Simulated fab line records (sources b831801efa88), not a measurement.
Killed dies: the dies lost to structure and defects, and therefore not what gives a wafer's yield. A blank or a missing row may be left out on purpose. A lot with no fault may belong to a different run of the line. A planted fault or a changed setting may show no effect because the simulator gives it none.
Code-filled problem report in 8D (eight disciplines) form | flow sky130 | the parts of the form that need people (team, actions taken, sign-off) are left out

1. PROBLEM STATEMENT
At SKY_NWELL_STRIP_14, strip-time-to-endpoint-s averages 15.34 s over 6 wafers from 2 lots, while fault-free wafers read 36.97 s, standard deviation 0.094. So: -99 or more standard deviations from the usual mean.
The step: strips in O2/N2.
First observed at day 8 02:40: wafer L544.1, on plasma-asher-01. Wafers with a number at this step in the record: 39, from 13 lots. Rule for "out", or "out of limits": more than 4 standard deviations from the usual mean. The rest of the wafers with a number are treated as sound.

2. WHAT THIS IS AND IS NOT
question                    | is                               | is not
which readings at this step | strip-time-to-endpoint-s         | n2-flow-sccm
which lots                  | L544, L547                       | L530, L532, L534, L535, L538, L539, L540, L542, L545, L546, L553
which wafers of those lots  | all that have a number           | -
read on which tools         | plasma-asher-01, plasma-asher-03 | plasma-asher-02
when                        | from day 8 02:40                 | up to then (24 sound wafers); but 9 sound wafers of L545, L546, L553 came after

3. WHAT RULES OUT EACH SUSPECT
Counting: a tool stays on the suspect list if, at a process step up to the reading, it processed all lots that are out and no sound lot following the first of them.
- litho-track-03 at SKY_NWELL_COAT_05 (resist thk 3000 nm): kept. All lots that are out passed through it, beginning with L544 at day 7 16:13, and no sound lot followed; its final sound lot before that point was L542 at day 7 02:55.
After counting, what remains is litho-track-03 at SKY_NWELL_COAT_05.

4. THE CAUSE (what the simulator had put in)
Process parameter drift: litho-track-03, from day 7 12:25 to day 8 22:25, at SKY_NWELL_COAT_05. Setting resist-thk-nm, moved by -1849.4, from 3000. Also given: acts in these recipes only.
After counting, this tool was the only one left.

5. THE EFFECT CHAIN, in route order
Each row: a reading where the mean over the struck wafers with a number is more than 3 standard deviations away from the usual. Readings are gone through only where the record gives a usual standard deviation; hours: the median, over the lots, of the time from a lot's start at the first step in this table giving one to that lot's start at this step; sigmas: the change measured in usual standard deviations.
hours | step               | reading                  | usual   | on struck wafers | change | sigmas
0     | SKY_NWELL_STRIP_14 | strip-time-to-endpoint-s | 36.97 s | 15.34            | -21.63 | -99 or more
Its process steps:
- SKY_NWELL_STRIP_14: strips in O2/N2.
At these later measuring or inspecting steps, every struck wafer for which the step has a row has a number for every such reading, and none has moved that far: SKY_VT_ADJUST_LVTN_OVL_MEAS_18, SKY_LDD_HVN_OVL_MEAS_07, SKY_SD_N_RS_MEAS_16.

6. WHAT WOULD HAVE CAUGHT IT SOONER
In this record no reading fell out of limits until day 8 02:40, 14 hours after the fault had begun at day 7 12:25.
Lots out: 2; of these, L547 started SKY_NWELL_COAT_05 on litho-track-03 after day 8 02:40. It would have been spared by a hold on the tool at that moment.
